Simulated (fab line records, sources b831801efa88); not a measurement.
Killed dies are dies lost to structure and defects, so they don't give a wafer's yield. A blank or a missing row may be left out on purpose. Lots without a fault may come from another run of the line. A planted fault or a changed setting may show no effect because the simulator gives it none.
Chamber matching | flow gf180mcu | GF_V2_CMP_04 on cmp-02: 4 sister chambers
The step polishes SiO2. 16 wafers are shown with their chamber, then 8 later ones without.

WAFERS WITH THEIR CHAMBER
wafer  | chamber | motor_current_A (A) | time_to_endpoint_s (s) | head_pressure_psi (psi)
L289.1 | 0       | 12.0                | 75                     | 3.993
L289.3 | 2       | 13.8                | 79                     | 4.008
L289.5 | 0       | 11.3                | 76                     | 3.998
L290.1 | 1       | 14.1                | 77                     | 4.006
L290.4 | 3       | 11.4                | 76                     | 4.006
L290.6 | 2       | 14.0                | 81                     | 3.996
L292.1 | 1       | 14.5                | 76                     | 3.999
L292.2 | 3       | 11.9                | 67                     | 3.999
L292.3 | 0       | 11.8                | 65                     | 3.989
L294.1 | 3       | 11.8                | 72                     | 4.002
L294.2 | 0       | 11.9                | 66                     | 4.001
L294.5 | 0       | 12.1                | 74                     | 4.009
L295.1 | 1       | 14.5                | 68                     | 3.994
L295.5 | 1       | 15.1                | 79                     | 4.001
L295.6 | 2       | 12.8                | 71                     | 4.006
L297.3 | 2       | 13.8                | 73                     | 3.993

SIGNATURES (means of the wafers above)
reading            | chamber 0 | chamber 1 | chamber 2 | chamber 3 | scatter within a chamber
motor_current_A    | 11.820    | 14.550    | 13.600    | 11.700    | 0.4
time_to_endpoint_s | 71.20     | 75.00     | 76.00     | 71.67     | 4.91
head_pressure_psi  | 3.99800   | 4.00000   | 4.00075   | 4.00233   | 0.00644
Rule: a wafer's distance from a chamber is the root of the sum, over the readings, of the square of ((its reading less the chamber's mean) divided by the reading's scatter). The wafer belongs to the nearest chamber; if the next one is less than 2 further off, it can't be placed. The scatter: the root of (the sum of the squares of (reading less its chamber's mean) over the shown wafers, divided by (wafers less chambers)).

WAFERS WITHOUT THEIR CHAMBER
wafer  | motor_current_A (A) | time_to_endpoint_s (s) | head_pressure_psi (psi)
L297.4 | 14.7                | 86                     | 3.996
L297.6 | 11.8                | 80                     | 4.020
L298.2 | 11.6                | 65                     | 4.000
L298.4 | 13.9                | 77                     | 4.009
L298.6 | 11.6                | 75                     | 3.993
L301.1 | 14.1                | 85                     | 4.014
L301.2 | 13.7                | 80                     | 4.006
L301.4 | 11.8                | 80                     | 3.990

WHICH CHAMBER EACH WENT THROUGH
wafer  | from the rows above     | in truth
L297.4 | can't be placed: 1 or 2 | 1
L297.6 | can't be placed: 3 or 0 | 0
L298.2 | can't be placed: 0 or 3 | 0
L298.4 | can't be placed: 2 or 1 | 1
L298.6 | can't be placed: 0 or 3 | 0
L301.1 | can't be placed: 2 or 1 | 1
L301.2 | can't be placed: 2 or 1 | 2
L301.4 | can't be placed: 0 or 3 | 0
Placed correctly: 0 of 8. Can't be placed from these rows: 8 (the true chamber is among the candidates in 8). Placed wrongly: 0.
